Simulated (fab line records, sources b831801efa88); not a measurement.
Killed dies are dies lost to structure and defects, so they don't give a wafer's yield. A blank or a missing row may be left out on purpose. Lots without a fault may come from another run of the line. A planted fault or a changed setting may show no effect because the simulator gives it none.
One fault seen from 2 desks | flow gf180mcu | each desk has only its own numbers; what lay behind them comes last

THE TOOL OWNER'S DESK: implanter-02
The tool's own readings at GF_MVPSD_IMPLANT_08: means of the sampled wafers that have a number, for each lot that ran on this tool. A lot is out of limits, marked OUT, if its mean lies more than 4 standard deviations from the usual mean; the brackets give that distance.
Columns: A = dose_ions_cm2 at GF_MVPSD_IMPLANT_08, usual 1.5001e+13
lot  | first seen here | A
L680 | day 4 23:50     | 1.4971e+13
L681 | day 5 08:50     | 1.5016e+13
L683 | day 5 19:09     | 1.5013e+13
L684 | day 6 00:51     | 1.5006e+13
L688 | day 6 23:52     | 1.5022e+13
L690 | day 7 13:37     | 1.5001e+13
L691 | day 7 17:47     | 1.5014e+13
L702 | day 10 17:10    | 1.4990e+13
This desk's finding: nothing out of limits on any of the 8 lots.

THE METROLOGY DESK
What the gauges read, lot by lot, whatever tool the lot ran on: means of the sampled wafers that have a number. A lot is out of limits, marked OUT, if its mean lies more than 4 standard deviations from the usual mean; the brackets give that distance.
Columns: A = LVPWELL_TW at GF_LVPWELL_TW_MEAS_11, usual 564; B = VT_IMPLANT_02_OVL at GF_VT_IMPLANT_OVL_MEAS_29, usual -0.1 nm; C = MVPSD_RS at GF_VT_IMPLANT_RS_MEAS_49, usual 1167.6 ohm/sq
lot  | first seen here | A   | B    | C
L680 | day 3 20:53     | 562 | -0.1 | 1166.4
L681 | day 4 04:43     | 561 | 1.2  | 1168.2
L682 | day 4 09:01     | 565 | -2.1 | 1171.1
L683 | day 4 14:20     | 565 | 0.7  | 1164.1
L684 | day 4 19:58     | 565 | 0.2  | 1166.8
L685 | day 5 01:10     | 567 | 1.8  | 1168.7
L687 | day 5 12:46     | 560 | 0.9  | 1164.9
L688 | day 5 18:04     | 567 | -1.9 | 1168.5
L690 | day 6 06:35     | 567 | 0.6  | 1166.8
L691 | day 6 10:29     | 565 | -0.7 | 1169.4
L692 | day 6 16:52     | 566 | -0.7 | 1169.7
L693 | day 6 20:56     | 566 | 0.7  | 1165.4
L702 | day 9 05:02     | 567 | 1.9  | 1175.8
This desk's finding: nothing out of limits on any of the 13 lots.

PUT TOGETHER
The tool owner's desk saw nothing out of limits.
The metrology desk saw nothing out of limits.

WHAT THE SIMULATOR HAD PUT IN
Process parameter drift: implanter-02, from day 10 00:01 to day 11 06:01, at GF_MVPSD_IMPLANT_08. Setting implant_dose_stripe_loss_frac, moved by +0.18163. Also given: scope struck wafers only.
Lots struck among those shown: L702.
